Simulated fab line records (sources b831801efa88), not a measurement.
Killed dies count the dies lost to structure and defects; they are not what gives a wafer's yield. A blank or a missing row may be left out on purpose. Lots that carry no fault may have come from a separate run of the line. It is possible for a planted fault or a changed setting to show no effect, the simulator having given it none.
Struck lot and sound lot, side by side	flow sky130	22 steps out of a route of 708
Sound: the wafers L481.3, L481.4, L481.6. The struck wafers were L498.1, L498.2, L498.5. At the end, the cause is stated.
At each step with rows: each side's tool, then ch and its chambers, then its first start. Under that, the readings that differ: sound wafers	struck wafers	difference of the means	sigmas: that difference in standard deviations of wafers without a fault.
alike: readings with means less than 2 such deviations apart, plus words and numbers identical on both sides. not compared: withheld readings, readings lacking a value on some wafer, bounds such as >300 that could conceal the same value, and numbers that have no deviation in the record and whose values overlap.
The two part at a step that has a row with sigmas, a row that says differs or no value, or rows on one side only. Numbers that don't overlap but have no deviation are shown without sigmas and don't part them. Lack of a reading on every wafer of one side parts them only where that side has two or more wafers.

first, 2 steps without rows for these wafers: SKY_RES_PROTECT_DEVELOP_06 (develop time 60 s); SKY_POLY_GATE_IMPLANT_02.
SKY_RES_PROTECT_STRIP_07: strips in O2/N2.
  sound on plasma_asher-04 ch 0,1, day 16 03:07; struck on plasma_asher-03 ch 0,1, day 22 02:26
  alike: drypump_motor_current_A, oes_product_au, strip_time_to_endpoint_s
  not compared: rf_hours_counter_h
SKY_RES_PROTECT_TW_MEAS_08:
  sound on film_metro-02 at day 16 03:13; struck on film_metro-03 at day 22 02:32
  alike: POLY_GATE_TW
then, 2 steps without rows for these wafers: SKY_RES_PROTECT_CLEAN_09 (cleans in SC1/SC2, time 150 s); SKY_POLY_GATE_CVD_03 (deposits Si3N4 from DCS/NH3, target thk 75 nm, time 1290 s).
SKY_POLY_GATE_THK_MEAS_04:
  sound on film_metro-02 at day 16 04:41; struck on film_metro-01 at day 22 04:41
  alike: POLY_GATE_CVD_03_THK
then, 5 steps without rows for these wafers: SKY_POLY_GATE_DEHYDRATE_05 (time 60 s); SKY_POLY_GATE_HMDS_06 (prime time 60 s); SKY_POLY_GATE_COAT_07 (resist thk 110 nm); SKY_POLY_GATE_COAT_08 (resist thk 450 nm); SKY_POLY_GATE_SOFTBAKE_09 (time 90 s).
SKY_POLY_GATE_EXPOSE_10: exposes mask P1M, target cd 150 nm.
  sound on krf_scanner-02 ch 0, day 16 18:40; struck on krf_scanner-02 ch 0, day 22 20:31
reading	sound	struck	difference	sigmas
mask	P1M#0 P1M#0 P1M#0	P1M_R1#0 P1M_R1#0 P1M_R1#0	differs	
then, 2 steps without rows for these wafers: SKY_POLY_GATE_PEB_11; SKY_POLY_GATE_DEVELOP_12 (develop time 60 s).
SKY_POLY_GATE_CD_MEAS_13: target cd 150 nm.
  sound on cd_sem-01 at day 17 09:11; struck on cd_sem-01 at day 23 11:02
reading	sound	struck	difference	sigmas
cd_nm (nm)	150.7 150.3 150.7	162.0 161.4 160.2	+10.6	+8
  not compared: hold
SKY_POLY_GATE_OVL_MEAS_14:
  sound on overlay-02 at day 17 09:17; struck on overlay-01 at day 23 14:22
reading	sound	struck	difference	sigmas
hold	- - -	await_dispo/3.2h/release await_dispo/3.2h/release await_dispo/3.2h/release	no value on the sound wafers	
  alike: POLY_GATE_OVL
SKY_POLY_GATE_ETCH_15: etches BARC in N2/H2, stops on SiO2, time 118.5 s, target depth 110 nm.
  sound on rie_diel-03 ch 0,1,2, day 17 09:19; struck on rie_diel-03 ch 0,1,2, day 23 14:23
reading	sound	struck	difference	sigmas
throttle_valve_pct (%)	13.209 13.196 13.196	13.230 13.230 13.202	+0.020	+2
model.POLY_GATE.cd_nm (nm)	153 152.8 153.3	165 163.9 161.1	+10	
  alike: bias_w, drypump_motor_current_A, h2_flow_sccm, oes_product_au
  not compared: rf_hours_counter_h
SKY_POLY_GATE_ETCH_16: etches Si3N4 in CH3F/O2, stops on poly-Si, time 147.5 s, target depth 75 nm.
  sound on rie_diel-03 ch 0,1,2, day 17 09:23; struck on rie_diel-03 ch 0,1,2, day 23 14:28
  alike: bias_w, drypump_motor_current_A, oes_product_au, throttle_valve_pct
  not compared: rf_hours_counter_h
SKY_POLY_GATE_ETCH_17: etches poly-Si in HBr/Cl2, stops on SiO2, target depth 180 nm, time 70.5 s.
  sound on rie_si-01 ch 1,2,3, day 17 09:29; struck on rie_si-01 ch 1,2,3, day 23 14:34
reading	sound	struck	difference	sigmas
model.POLY_GATE.cd_nm (nm)	155.4 151 155.4	163.9 165.8 162.7	+10.2	
  alike: bias_w, drypump_motor_current_A, oes_product_au, throttle_valve_pct
  not compared: rf_hours_counter_h
SKY_POLY_GATE_STRIP_18: strips in O2/N2.
  sound on plasma_asher-01 ch 0,1, day 17 09:35; struck on plasma_asher-02 ch 0,1, day 23 14:38
reading	sound	struck	difference	sigmas
drypump_motor_current_A (A)	5.44 5.78 5.75	6.35 6.06 6.37	+0.60	+2
  alike: oes_product_au, strip_time_to_endpoint_s
  not compared: rf_hours_counter_h
-- record jumps: 27 days separate the struck wafers' starts on either side; left off in module POLY_GATE, taken up again in module PAD_OPEN, whose first shown step is the route's number 708 --
SKY_PAD_OPEN_PROBE_99:
  sound on prober-02 at day 46 13:46; struck on prober-02 at day 50 09:14
reading	sound	struck	difference	sigmas
model.etest.pfet_01v8.r_on_ohm_um	3106 2978 3064	3185 3241 3152	+143	
model.etest.res_poly.line_ohm_um	482.2 517.7 486.2	449.5 436.7 453.4	-48.8	
model.etest.nfet_01v8.r_on_ohm_um	832.7 810.6 851.9	894 917.4 891.3	+69	
model.etest.nfet_g5v0d10v5.r_on_ohm_um	1910 1893 1884	1939 1944 1943	+46	
model.etest.sonos_uncharged.r_on_ohm_um	815.1 802 813.2	858.5 857.5 858.8	+48.2	
model.etest.pfet_01v8.drive_ua_um	176.6 184.6 179.2	172.7 166.4 174	-9.1	
model.etest.res_poly.width_nm (nm)	98.29 94.03 98.23	106.8 108.9 105.7	+10.3	
model.etest.res_xhigh_po.width_nm (nm)	354.1 348.6 354.4	362.3 363.3 362.1	+10.2	
  alike: killed_at_M0_to_M3, killed_at_M4_up, killed_at_contacts, killed_at_front_end, killed_at_other, killed_dies, killed_open, killed_short

== WHERE THEY PART ==
Last at SKY_POLY_GATE_STRIP_18 as far as this record goes, first at SKY_POLY_GATE_EXPOSE_10. Later steps at which nothing parts them and some readings are alike: SKY_PAD_OPEN_PROBE_99.

WHY: whatever the simulator had introduced
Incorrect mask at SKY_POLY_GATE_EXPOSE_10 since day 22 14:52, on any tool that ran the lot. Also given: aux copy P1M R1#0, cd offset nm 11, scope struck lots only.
